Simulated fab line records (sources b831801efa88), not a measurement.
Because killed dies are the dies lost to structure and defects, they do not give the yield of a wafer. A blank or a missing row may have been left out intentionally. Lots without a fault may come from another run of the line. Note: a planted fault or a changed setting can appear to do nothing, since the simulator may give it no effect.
A single fault, viewed from 2 desks	flow sky130	every desk sees just its own numbers, and what lay behind them comes last

THE METROLOGY DESK
What the gauges read for every lot (on any tool): the sampled wafers with a number, averaged. The brackets show how far a lot's mean lies from the usual mean; more than 4 standard deviations puts the lot out of limits, marked OUT.
Columns: A = GATE_OXIDE_OVL at SKY_GATE_OXIDE_OVL_MEAS_10, usual -0.1 nm
lot	first seen here	A
L948	day 13 18:16	0.5
L949	day 14 01:20	-0.2
L950	day 14 05:11	-0.2
L951	day 14 11:44	-2.4
L952	day 14 21:44	2.0
L954	day 16 07:01	0.8
L955	day 16 10:38	2.2
L958	day 17 00:23	0.8
L960	day 18 13:59	-0.6
L961	day 18 17:02	-0.2
L962	day 19 02:38	0.1
L967	day 19 23:16	0.5
This desk's finding: nothing out of limits on any of the 12 lots.

THE TOOL OWNER'S DESK: furnace-02
The tool's own readings at SKY_GATE_OXIDE_OXIDATION_16 (stabilise 600 s, purge 300 s, target thk 3.57 nm): means of the sampled wafers that have a number, for each lot that ran on this tool. The brackets show how far a lot's mean lies from the usual mean; more than 4 standard deviations puts the lot out of limits, marked OUT.
Columns: A = spike-tc-bottom-C at SKY_GATE_OXIDE_OXIDATION_16, usual 818.6 C; B = spike-tc-centre-C at SKY_GATE_OXIDE_OXIDATION_16, usual 800.5 C; C = spike-tc-lower-C at SKY_GATE_OXIDE_OXIDATION_16, usual 801.2 C; D = zone-power-bottom-pct at SKY_GATE_OXIDE_OXIDATION_16, usual 24.1 %; E = zone-power-centre-pct at SKY_GATE_OXIDE_OXIDATION_16, usual 15.2 %; F = zone-power-lower-pct at SKY_GATE_OXIDE_OXIDATION_16, usual 13.7 %
lot	first seen here	A	B	C	D	E	F
L948	day 13 18:46	819.8	800.6	801.4	23.4	15.8	14.9
L950	day 14 08:22	820.3	801.3	802.4	23.5	15.9	15.0
L952	day 14 23:10	820.5	801.1	801.7	23.3	15.8	14.8
L954	day 16 07:31	820.7	800.4	802.7	23.6	15.9	14.9
L955	day 16 11:55	819.6	801.1	801.6	23.4	15.8	14.8
L960	day 18 14:29	825.6	804.8	763.9 (-29) OUT	28.1 (+4.1) OUT	21.6 (+8.3) OUT	2.7 (-6.9) OUT
L962	day 19 05:56	826.0	805.9 (+4.9) OUT	764.7 (-28) OUT	28.1 (+4.1) OUT	21.3 (+7.9) OUT	2.7 (-6.9) OUT
Finding of this desk: L960, L962 out of limits; the first was L960 at day 18 14:29, on spike-tc-lower-C at SKY_GATE_OXIDE_OXIDATION_16. L948, L950, L952, L954, L955: within limits.

PUT TOGETHER
The tool owner's desk had the chance to raise an alarm at day 18 14:29 on L960, L962.
Metrology desk: nothing out of limits seen.
The metrology desk has L960, L962 on record, within its limits.
On furnace-02, each named lot ran SKY_GATE_OXIDE_OXIDATION_16.

WHAT THE SIMULATOR HAD INSERTED
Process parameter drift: furnace-02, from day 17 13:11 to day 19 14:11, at SKY_GATE_OXIDE_OXIDATION_16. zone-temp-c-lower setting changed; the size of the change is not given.
Lots struck among those shown: L960, L962.
Hours from the fault's start to each desk's first reading out of limits: the tool owner's desk, 25.
